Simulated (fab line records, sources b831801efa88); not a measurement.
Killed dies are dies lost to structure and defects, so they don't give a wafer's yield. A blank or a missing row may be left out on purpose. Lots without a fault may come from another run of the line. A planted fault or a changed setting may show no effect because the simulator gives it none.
Which tool did it? | flow sky130 | 12 lots, 36 wafers sampled, at 5 steps of a route of 708

WHAT THE GAUGES READ, wafer by wafer
SKY_NWELL_OVL_MEAS_23. Usual: NWELL_01_OVL 1.1 nm, standard deviation 1.1.
lot  | measured     | on         | NWELL_01_OVL (nm) | flag
L699 | day 6 01:05  | overlay-01 | 1.5 0.4 0.8       |
L700 | day 6 07:19  | overlay-01 | 0.5 1.6 -0.3      |
L701 | day 6 15:17  | overlay-01 | 1.7 0.9 0.9       |
L705 | day 7 17:59  | overlay-01 | 1.7 1.2 1.0       |
L706 | day 7 17:05  | overlay-02 | -0.5 1.2 -0.5     |
L709 | day 8 09:08  | overlay-02 | 2.0 -0.4 0.7      |
L710 | day 8 14:55  | overlay-01 | 1.3 -0.1 0.8      |
L711 | day 9 02:49  | overlay-02 | 2.4 2.0 0.5       |
L712 | day 9 20:23  | overlay-01 | 0.6 1.7 0.1       |
L716 | day 10 20:13 | overlay-01 | 2.2 1.8 0.6       |
L717 | day 10 19:53 | overlay-01 | 1.8 1.2 3.8       |
L718 | day 11 05:25 | overlay-02 | 1.8 3.1 1.7       |

SKY_VT_ADJUST_LVTN_TW_MEAS_21. Usual: VT_ADJUST_LVTN_2_TW 188.5, standard deviation 2.3.
lot  | measured     | on            | VT_ADJUST_LVTN_2_TW | flag
L699 | day 8 10:54  | film_metro-02 | 191.2 190.5 190.8   |
L700 | day 8 17:01  | film_metro-01 | 189.8 188.3 189.5   |
L701 | day 9 03:34  | film_metro-01 | 188.3 189.7 189.1   |
L705 | day 10 11:02 | film_metro-01 | 188.8 190.2 189.9   |
L706 | day 10 10:26 | film_metro-01 | 190.2 190.0 189.9   |
L709 | day 11 04:04 | film_metro-01 | 189.8 188.7 189.0   |
L710 | day 11 11:52 | film_metro-04 | 185.0 185.0 184.3   |
L711 | day 12 01:36 | film_metro-01 | 200.8 200.0 200.7   | OFF
L712 | day 12 21:07 | film_metro-04 | 197.3 198.2 196.8   | OFF
L716 | day 13 23:19 | film_metro-02 | 193.0 191.7 192.9   |
L717 | day 13 21:59 | film_metro-02 | 191.7 192.1 192.3   |
L718 | day 14 09:01 | film_metro-01 | 189.4 189.2 190.8   |

WHICH TOOL RAN EACH LOT (tool, then ch and the chambers of the sampled wafers, then the start)
lot  | SKY_FIELD_ISO_CMP_27         | SKY_DNWELL_STRIP_08                 | SKY_VT_ADJUST_LVTN_IMPLANT_19
L699 | cmp-02 ch 2,3, day 3 03:55   | plasma_asher-01 ch 0,1, day 3 21:59 | implanter-03 ch 0, day 8 10:39
L700 | cmp-02 ch 0,2,3, day 3 07:14 | plasma_asher-01 ch 0,1, day 4 02:29 | implanter-03 ch 0, day 8 16:46
L701 | cmp-02 ch 1,2, day 3 14:29   | plasma_asher-01 ch 0,1, day 4 09:29 | implanter-04 ch 0, day 9 03:19
L705 | cmp-02 ch 1,2, day 4 14:10   | plasma_asher-02 ch 0,1, day 5 11:42 | implanter-02 ch 0, day 10 10:49
L706 | cmp-01 ch 0,3, day 4 14:13   | plasma_asher-01 ch 0, day 5 11:19   | implanter-02 ch 0, day 10 10:12
L709 | cmp-01 ch 1,2,3, day 5 04:18 | plasma_asher-02 ch 0,1, day 6 00:28 | implanter-03 ch 0, day 11 03:49
L710 | cmp-02 ch 0,2,3, day 5 08:45 | plasma_asher-01 ch 0,1, day 6 06:07 | implanter-03 ch 0, day 11 11:37
L711 | cmp-02 ch 0,1, day 5 16:34   | plasma_asher-04 ch 0,1, day 6 16:29 | implanter-03 ch 0, day 12 01:21
L712 | cmp-02 ch 1,2,3, day 6 02:19 | plasma_asher-04 ch 0,1, day 7 05:34 | implanter-03 ch 0, day 12 20:52
L716 | cmp-02 ch 0,1,3, day 7 03:06 | plasma_asher-01 ch 0,1, day 8 02:13 | implanter-04 ch 0, day 13 23:05
L717 | cmp-02 ch 1,2, day 7 03:18   | plasma_asher-01 ch 0,1, day 8 01:37 | implanter-04 ch 0, day 13 21:46
L718 | cmp-02 ch 0,1,3, day 7 10:56 | plasma_asher-01 ch 0,1, day 8 10:38 | implanter-02 ch 0, day 14 08:46
- SKY_FIELD_ISO_CMP_27: polishes, stops on Si3N4, t overpolish 16 s, target thk 457.8 nm.
- SKY_DNWELL_STRIP_08: strips in O2/N2.
- SKY_VT_ADJUST_LVTN_IMPLANT_19

WHAT THE TOOLS THEMSELVES READ (means of the sampled wafers that have a number; where no wafer has one, the mark that the record gives instead)
SKY_FIELD_ISO_CMP_27. Usual: motor_current_A 12.7 A, standard deviation 1; overpolish_run_s 16.000 s, standard deviation 0.0098; time_to_endpoint_s 112 s, standard deviation 5.
lot  | tool   | motor_current_A (A) | overpolish_run_s (s) | time_to_endpoint_s (s) | flag
L699 | cmp-02 | 13.9                | 16.001               | 110                    |
L700 | cmp-02 | 13.2                | 16.005               | 103                    |
L701 | cmp-02 | 13.8                | 15.999               | 112                    |
L705 | cmp-02 | 12.7                | 15.994               | 119                    |
L706 | cmp-01 | 11.5                | 16.011               | 115                    |
L709 | cmp-01 | 11.6                | 16.006               | 114                    |
L710 | cmp-02 | 13.0                | 16.000               | 108                    |
L711 | cmp-02 | 12.6                | 16.002               | 112                    |
L712 | cmp-02 | 13.3                | 15.995               | 112                    |
L716 | cmp-02 | 12.4                | 16.001               | 109                    |
L717 | cmp-02 | 13.3                | 15.993               | 112                    |
L718 | cmp-02 | 12.1                | 15.991               | 112                    |

SKY_DNWELL_STRIP_08. Usual: drypump_motor_current_A 5.5 A, standard deviation 0.42; o2_flow_sccm 3001 sccm, standard deviation 9; oes_product_au 0.722 a.u., standard deviation 0.0042; strip_time_to_endpoint_s 36.93 s, standard deviation 0.11.
lot  | tool            | drypump_motor_current_A (A) | o2_flow_sccm (sccm) | oes_product_au (a.u.) | strip_time_to_endpoint_s (s) | flag
L699 | plasma_asher-01 | 5.1                         | 3004                | 0.721                 | 36.99                        |
L700 | plasma_asher-01 | 5.4                         | 3006                | 0.722                 | 36.79                        |
L701 | plasma_asher-01 | 5.4                         | 2999                | 0.723                 | 36.78                        |
L705 | plasma_asher-02 | 6.0                         | 3001                | 0.728                 | 36.91                        |
L706 | plasma_asher-01 | 5.6                         | 3002                | 0.721                 | 36.91                        |
L709 | plasma_asher-02 | 6.0                         | 2997                | 0.718                 | 37.04                        |
L710 | plasma_asher-01 | 5.1                         | 2994                | 0.723                 | 36.98                        |
L711 | plasma_asher-04 | 5.4                         | 2993                | 0.722                 | 36.89                        |
L712 | plasma_asher-04 | 5.4                         | 2994                | 0.726                 | 37.00                        |
L716 | plasma_asher-01 | 5.4                         | 2997                | 0.725                 | 36.99                        |
L717 | plasma_asher-01 | 5.1                         | 3008                | 0.722                 | 36.95                        |
L718 | plasma_asher-01 | 5.4                         | 3007                | 0.721                 | 37.00                        |

SKY_VT_ADJUST_LVTN_IMPLANT_19. Usual: dose_ions_cm2 6.502e+11, standard deviation 7.1e+08; faraday_current_uA 3.68, standard deviation 0.076.
lot  | tool         | dose_ions_cm2 | faraday_current_uA | flag
L699 | implanter-03 | 6.499e+11     | 3.61               |
L700 | implanter-03 | 6.502e+11     | 3.65               |
L701 | implanter-04 | 6.501e+11     | 3.61               |
L705 | implanter-02 | 6.502e+11     | 3.70               |
L706 | implanter-02 | 6.492e+11     | 3.69               |
L709 | implanter-03 | 6.497e+11     | 3.67               |
L710 | implanter-03 | 6.497e+11     | 3.66               |
L711 | implanter-03 | 8.118e+11     | 4.69               | OFF
L712 | implanter-03 | 8.128e+11     | 4.60               | OFF
L716 | implanter-04 | 6.500e+11     | 3.66               |
L717 | implanter-04 | 6.501e+11     | 3.64               |
L718 | implanter-02 | 6.513e+11     | 3.69               |

THE ANSWER, worked out from the rows above alone
Rule: a lot is off if the mean of its wafers that have a number lies more than 3 standard deviations from the usual mean. A lot without any number at a reading at which 4 lots or more have one is off too. The other lots that the step has rows for count as sound. The gauges are gone through in route order, then the tools' own readings, and for those a lot's mean is taken as printed above. The first step at which some lot is off is used, and at that step the reading that is off furthest; a lot without a number counts as furthest.
Off: L711, L712, at SKY_VT_ADJUST_LVTN_TW_MEAS_21 (VT_ADJUST_LVTN_2_TW).
A tool fits if, at a process step before that reading, it ran every lot that is off, and no sound lot after the first of them. The gauges at SKY_VT_ADJUST_LVTN_TW_MEAS_21 aren't tried: what is off there is off at SKY_VT_ADJUST_LVTN_IMPLANT_19 too, on other tools, and a gauge's error can't cause that. Can't be told from this: 2 tools fit, plasma_asher-04 at SKY_DNWELL_STRIP_08, implanter-03 at SKY_VT_ADJUST_LVTN_IMPLANT_19.

WHAT THE SIMULATOR HAD PUT IN
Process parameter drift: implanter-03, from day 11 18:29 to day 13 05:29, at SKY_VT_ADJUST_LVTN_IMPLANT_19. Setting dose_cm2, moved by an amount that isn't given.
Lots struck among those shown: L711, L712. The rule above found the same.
